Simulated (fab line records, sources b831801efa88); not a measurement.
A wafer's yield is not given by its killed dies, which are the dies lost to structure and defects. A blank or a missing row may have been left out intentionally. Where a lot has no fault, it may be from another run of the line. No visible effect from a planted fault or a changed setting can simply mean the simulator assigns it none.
fab line records ; flow gf180mcu
[record] lots = 15; wafers = 45; lastDay = 34
route steps=602 shown V2@400 M3@414 V3@430
lots untouched by any fault: they come from a run of this same line in which no faults occurred
startH: hours from the record's opening day to when the first of the lot's shown wafers began ; waitH: hours since the lot's step before ; " the same as in the row above ; L1.1+2: one row covering several wafers at once ; - no value present, or no start provided ; * or withheld: withheld ; < > ~ a bound
route shown NAME@n: names a module that has steps shown in the file, with the first one's number in the route ; usual: mean/standard deviation taken from wafers without a fault ; same: alike in all rows ; chamber/n: place in a boat ; sites: per-site readings ; _std_site: the standard deviation of these ; _edge_site: outer sites' mean less inner sites' ; radiusMm: how far each site lies from the wafer's centre ; mask NAME#n: copy n ; behind: the most recent tool/chamber to have shaped the wafer ; hold: reason for holding the lot/hours on hold/outcome of the hold ; device: the transistor (n, p or np) that didn't switch ; end of line: tests of these same wafers at the route's end ; for a step that has no rows: nothing shown but its recipe ; killed: count of dies lost to structure and defects at first sort (not the wafer's yield) ; map: shows each die of a wafer: x if killed, . if not, _ if none is there
set.NAME: the run value of the setting; set.NAME@STEP: its run value at that earlier step ; model.NAME: the simulator's own value behind a step, which no gauge read
the route's steps for a sample of lots (tables are steps, rows are wafers)
services: when a tool's chamber went out of use (startH, in hours from the record's first day, below 0 if earlier), for how many hours, and the reason
[[steps]]
[step GF_V2_STRIP_18]
[recipe] chemistry = O2/N2; powerW = 1400; pressureMtorr = 1500; platenTempC = 250; o2FlowSccm = 3000; n2FlowSccm = 300; overashFraction = 0.5
[usual] drypumpMotorCurrentA = 5.9/0.38; heaterPowerW = 339/15; oesProductAu = 0.594/0.0045
lot.wafer;tool;chamber;startH;waitH;drypumpMotorCurrentA;heaterPowerW;oesProductAu;rfHoursCounterH
L176.3;plasmaAsher-04;1;471.81;-;5.3;329;0.594;-
L176.4;plasmaAsher-04;0;471.81;-;6.1;361;0.595;-
L176.5;plasmaAsher-04;1;471.81;-;5.3;319;0.600;-
L178.1;plasmaAsher-04;0;491.40;-;6.1;359;0.599;37
L178.2;plasmaAsher-04;1;491.40;-;5.3;327;0.600;37
L178.6;plasmaAsher-04;1;491.40;-;5.3;325;0.595;-
L180.1;plasmaAsher-04;0;523.91;-;6.1;360;0.589;41
L180.2;plasmaAsher-04;1;523.91;-;5.3;320;0.594;41
L180.5;plasmaAsher-04;0;523.91;-;6.0;368;0.595;-
L181.1;plasmaAsher-01;0;526.05;-;6.0;317;0.596;91
L181.2;plasmaAsher-01;1;526.05;-;6.0;343;0.593;91
L181.5;plasmaAsher-01;1;526.05;-;6.0;349;0.596;-
L183.3;plasmaAsher-04;0;546.89;-;6.1;358;0.596;-
L183.4;plasmaAsher-04;1;546.89;-;5.3;323;0.592;-
L183.5;plasmaAsher-04;1;546.89;-;5.3;327;0.600;-
L184.3;plasmaAsher-04;1;552.79;-;5.3;321;0.597;-
L184.4;plasmaAsher-04;0;552.79;-;6.1;363;0.583;-
L184.5;plasmaAsher-04;1;552.79;-;5.3;330;0.595;-
L185.2;plasmaAsher-03;0;557.25;-;5.8;347;0.599;79
L185.5;plasmaAsher-03;1;557.25;-;6.5;328;0.593;-
L185.6;plasmaAsher-03;0;557.25;-;5.7;328;0.585;-
L186.1;plasmaAsher-04;1;564.20;-;5.3;324;0.599;45
L186.2;plasmaAsher-04;0;564.20;-;6.1;361;0.595;45
L186.5;plasmaAsher-04;0;564.20;-;6.1;356;0.599;-
L188.3;plasmaAsher-04;0;582.44;-;6.0;360;0.591;-
L188.5;plasmaAsher-04;1;582.44;-;5.3;330;0.592;-
L188.6;plasmaAsher-04;0;582.44;-;6.0;361;0.600;-
L189.1;plasmaAsher-04;1;585.19;-;5.3;334;0.600;48
L189.2;plasmaAsher-04;0;585.19;-;6.1;351;0.592;48
L189.6;plasmaAsher-04;1;585.19;-;5.3;330;0.589;-
L190.1;plasmaAsher-01;1;590.97;-;6.0;353;0.595;98
L190.2;plasmaAsher-01;0;590.97;-;6.0;322;0.594;98
L190.3;plasmaAsher-01;1;590.97;-;6.0;348;0.590;-
L192.2;plasmaAsher-04;1;608.26;-;5.3;327;0.588;50
L192.3;plasmaAsher-04;1;608.26;-;5.3;318;0.590;-
L192.4;plasmaAsher-04;0;608.26;-;6.1;361;0.589;-
L194.1;plasmaAsher-03;0;622.02;-;5.8;331;0.584;85
L194.3;plasmaAsher-03;1;622.02;-;6.5;332;0.594;-
L194.4;plasmaAsher-03;0;622.02;-;5.8;331;0.594;-
L197.2;plasmaAsher-01;1;640.86;-;6.0;350;0.588;104
L197.3;plasmaAsher-01;0;640.86;-;6.0;317;0.595;-
L197.6;plasmaAsher-01;0;640.86;-;6.0;322;0.592;-
L198.3;plasmaAsher-04;1;657.89;-;5.3;329;0.598;-
L198.5;plasmaAsher-04;1;657.89;-;5.3;324;0.596;-
L198.6;plasmaAsher-04;0;657.89;-;6.1;358;0.593;-
[step GF_M3_RS_MEAS_05]
[recipe] thkMeasGauge = four-point-probe; reads = TiN_of_M3_SPUTTER_04+Ti_of_M3_SPUTTER_03+AlCu_of_M3_SPUTTER_02+TiN_of_M3_SPUTTER_01+Ti_of_M3_SPUTTER_00
[usual] M3_ALCU_RS = 0.0697/0.00076
lot.wafer;tool;chamber;startH;waitH;M3_ALCU_RS[ohm/sq]
L176.3;filmMetro-03;-;473.52;0.1;0.0694
L176.4;filmMetro-03;-;473.52;0.1;0.0707
L176.5;filmMetro-03;-;473.52;0.1;0.0697
L178.1;filmMetro-03;-;492.85;0.0;0.0694
L178.2;filmMetro-03;-;492.85;0.0;0.0693
L178.6;filmMetro-03;-;492.85;0.0;0.0700
L180.1;filmMetro-02;-;525.40;0.0;0.0696
L180.2;filmMetro-02;-;525.40;0.0;0.0702
L180.5;filmMetro-02;-;525.40;0.0;0.0700
L181.1;filmMetro-01;-;527.56;0.0;0.0703
L181.2;filmMetro-01;-;527.56;0.0;0.0705
L181.5;filmMetro-01;-;527.56;0.0;0.0707
L183.3;filmMetro-01;-;548.34;0.1;0.0703
L183.4;filmMetro-01;-;548.34;0.1;0.0692
L183.5;filmMetro-01;-;548.34;0.1;0.0698
L184.3;filmMetro-03;-;554.24;0.1;0.0693
L184.4;filmMetro-03;-;554.24;0.1;0.0693
L184.5;filmMetro-03;-;554.24;0.1;0.0693
L185.2;filmMetro-02;-;558.76;0.0;0.0701
L185.5;filmMetro-02;-;558.76;0.0;0.0705
L185.6;filmMetro-02;-;558.76;0.0;0.0700
L186.1;filmMetro-03;-;565.99;0.0;0.0689
L186.2;filmMetro-03;-;565.99;0.0;0.0678
L186.5;filmMetro-03;-;565.99;0.0;0.0687
L188.3;filmMetro-01;-;583.89;0.1;0.0697
L188.5;filmMetro-01;-;583.89;0.1;0.0697
L188.6;filmMetro-01;-;583.89;0.1;0.0697
L189.1;filmMetro-01;-;586.63;0.0;0.0705
L189.2;filmMetro-01;-;586.63;0.0;0.0700
L189.6;filmMetro-01;-;586.63;0.0;0.0697
L190.1;filmMetro-02;-;592.42;0.0;0.0677
L190.2;filmMetro-02;-;592.42;0.0;0.0677
L190.3;filmMetro-02;-;592.42;0.0;0.0689
L192.2;filmMetro-02;-;609.73;0.0;0.0685
L192.3;filmMetro-02;-;609.73;0.0;0.0684
L192.4;filmMetro-02;-;609.73;0.0;0.0690
L194.1;filmMetro-03;-;623.52;0.0;0.0684
L194.3;filmMetro-03;-;623.52;0.0;0.0685
L194.4;filmMetro-03;-;623.52;0.0;0.0688
L197.2;filmMetro-01;-;642.32;0.0;0.0691
L197.3;filmMetro-01;-;642.32;0.0;0.0692
L197.6;filmMetro-01;-;642.32;0.0;0.0694
L198.3;filmMetro-01;-;659.35;0.1;0.0697
L198.5;filmMetro-01;-;659.35;0.1;0.0696
L198.6;filmMetro-01;-;659.35;0.1;0.0694
[step GF_M3_PEB_12]
[recipe] pebTempC = 135; pebTimeS = 90; resist = KrF
[usual] chillPlateTempC = 23.02/0.12; exhaustPa = 45.1/0.84
lot.wafer;tool;chamber;startH;waitH;chillPlateTempC;exhaustPa
L176.3;lithoTrack-01;0;497.46;-;23.12;45.8
L176.4;lithoTrack-01;0;497.46;-;22.93;46.7
L176.5;lithoTrack-01;0;497.46;-;23.16;45.8
L178.1;lithoTrack-03;0;515.67;-;23.13;46.9
L178.2;lithoTrack-03;0;515.67;-;23.13;45.1
L178.6;lithoTrack-03;0;515.67;-;23.14;45.4
L180.1;lithoTrack-03;0;547.77;-;23.05;44.5
L180.2;lithoTrack-03;0;547.77;-;23.05;45.3
L180.5;lithoTrack-03;0;547.77;-;22.99;45.3
L181.1;lithoTrack-03;0;549.82;-;23.27;44.9
L181.2;lithoTrack-03;0;549.82;-;23.26;45.5
L181.5;lithoTrack-03;0;549.82;-;23.05;44.3
L183.3;lithoTrack-02;0;569.85;-;22.95;45.9
L183.4;lithoTrack-02;0;569.85;-;22.83;45.7
L183.5;lithoTrack-02;0;569.85;-;22.84;45.4
L184.3;lithoTrack-03;0;575.74;-;23.06;44.6
L184.4;lithoTrack-03;0;575.74;-;23.01;44.6
L184.5;lithoTrack-03;0;575.74;-;22.90;44.0
L185.2;lithoTrack-01;0;580.02;-;23.04;43.4
L185.5;lithoTrack-01;0;580.02;-;22.98;43.8
L185.6;lithoTrack-01;0;580.02;-;22.92;43.7
L186.1;lithoTrack-02;0;586.48;-;23.14;45.2
L186.2;lithoTrack-02;0;586.48;-;23.21;43.9
L186.5;lithoTrack-02;0;586.48;-;23.16;45.6
L188.3;lithoTrack-02;-;604.80;-;-;-
L188.5;lithoTrack-02;-;604.80;-;-;-
L188.6;lithoTrack-02;-;604.80;-;-;-
L189.1;lithoTrack-02;-;606.78;-;-;-
L189.2;lithoTrack-02;-;606.78;-;-;-
L189.6;lithoTrack-02;-;606.78;-;-;-
L190.1;lithoTrack-03;-;613.27;-;-;-
L190.2;lithoTrack-03;-;613.27;-;-;-
L190.3;lithoTrack-03;-;613.27;-;-;-
L192.2;lithoTrack-02;0;629.56;-;22.84;45.8
L192.3;lithoTrack-02;0;629.56;-;22.94;45.0
L192.4;lithoTrack-02;0;629.56;-;22.89;45.2
L194.1;lithoTrack-02;0;643.63;-;23.00;45.3
L194.3;lithoTrack-02;0;643.63;-;23.22;46.5
L194.4;lithoTrack-02;0;643.63;-;22.96;43.8
L197.2;lithoTrack-02;0;661.76;-;22.90;46.1
L197.3;lithoTrack-02;0;661.76;-;22.88;45.6
L197.6;lithoTrack-02;0;661.76;-;23.03;44.5
L198.3;lithoTrack-01;0;678.70;-;22.69;43.9
L198.5;lithoTrack-01;0;678.70;-;22.85;44.6
L198.6;lithoTrack-01;0;678.70;-;22.95;44.4
[step GF_V3_THK_MEAS_01]
[recipe] reads = SiO2_of_V3_CVD_00
[usual] V3_CVD_00_THK = 600/6.7
lot.wafer;tool;chamber;startH;waitH;V3_CVD_00_THK[nm]
L176.3;filmMetro-03;-;498.69;0.1;600
L176.4;filmMetro-03;-;498.69;0.1;601
L176.5;filmMetro-03;-;498.69;0.1;602
L178.1;filmMetro-02;-;516.92;0.0;601
L178.2;filmMetro-02;-;516.92;0.0;609
L178.6;filmMetro-02;-;516.92;0.0;601
L180.1;filmMetro-03;-;549.01;0.0;589
L180.2;filmMetro-03;-;549.01;0.0;599
L180.5;filmMetro-03;-;549.01;0.0;592
L181.1;filmMetro-03;-;551.06;0.0;593
L181.2;filmMetro-03;-;551.06;0.0;593
L181.5;filmMetro-03;-;551.06;0.0;593
L183.3;filmMetro-02;-;571.05;0.1;598
L183.4;filmMetro-02;-;571.05;0.1;606
L183.5;filmMetro-02;-;571.05;0.1;595
L184.3;filmMetro-03;-;576.94;0.1;598
L184.4;filmMetro-03;-;576.94;0.1;607
L184.5;filmMetro-03;-;576.94;0.1;600
L185.2;filmMetro-02;-;581.25;0.0;609
L185.5;filmMetro-02;-;581.25;0.0;608
L185.6;filmMetro-02;-;581.25;0.0;608
L186.1;filmMetro-03;-;587.72;0.0;609
L186.2;filmMetro-03;-;587.72;0.0;598
L186.5;filmMetro-03;-;587.72;0.0;608
L192.2;filmMetro-03;-;630.78;0.0;597
L192.3;filmMetro-03;-;630.78;0.0;598
L192.4;filmMetro-03;-;630.78;0.0;597
L194.1;filmMetro-03;-;644.87;0.0;592
L194.3;filmMetro-03;-;644.87;0.0;599
L194.4;filmMetro-03;-;644.87;0.0;601
L197.2;filmMetro-02;-;662.98;0.0;600
L197.3;filmMetro-02;-;662.98;0.0;597
L197.6;filmMetro-02;-;662.98;0.0;598
L198.3;filmMetro-03;-;679.91;0.1;599
L198.5;filmMetro-03;-;679.91;0.1;599
L198.6;filmMetro-03;-;679.91;0.1;595
[[services]]
tool;chamber;startH;hours;kind
lithoTrack-01;-;489.07;-;consumableReplace:filter
plasmaAsher-01;-;489.31;0.4;repair
plasmaAsher-01;-;494.36;4.0;repair
plasmaAsher-03;-;495.76;1.2;repair
plasmaAsher-01;-;509.82;2.8;pm
plasmaAsher-03;-;515.43;4.0;pm
plasmaAsher-03;-;561.71;13.5;repair
plasmaAsher-04;-;566.05;2.7;repair
lithoTrack-01;-;589.46;-;consumableReplace:filter
plasmaAsher-03;-;626.95;0.7;repair
plasmaAsher-03;-;672.27;2.1;repair
[[key]]
[firstSign] step = GF_M3_PEB_12; reading = toolRecord; direction = missing
effect none on later readings
metAt GF_M3_PEB_12
struckLots L188,L189,L190
laterRowsLeftOut L188.3,L188.5,L188.6,L189.1,L189.2,L189.6,L190.1,L190.2,L190.3
sortLeftOut L188.3,L188.5,L188.6,L189.1,L189.2,L189.6,L190.1,L190.2,L190.3
notActingAt GF_V2_STRIP_18,GF_M3_RS_MEAS_05,GF_V3_THK_MEAS_01
onsetBetween 586.48 604.80
[fault] kind = skippedStepWhole; tool = lithoTrack-02,lithoTrack-03; chamber = -; onsetH = 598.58; steps = GF_M3_PEB_12; scope = struckLotsOnly
// sortLeftOut: the simulated sort isn't trusted on such a fault, so these wafers' sort isn't shown, and their yield isn't known
// laterRowsLeftOut: the simulator's readings of these wafers behind a module that went badly wrong aren't trusted and aren't shown, but for the sort
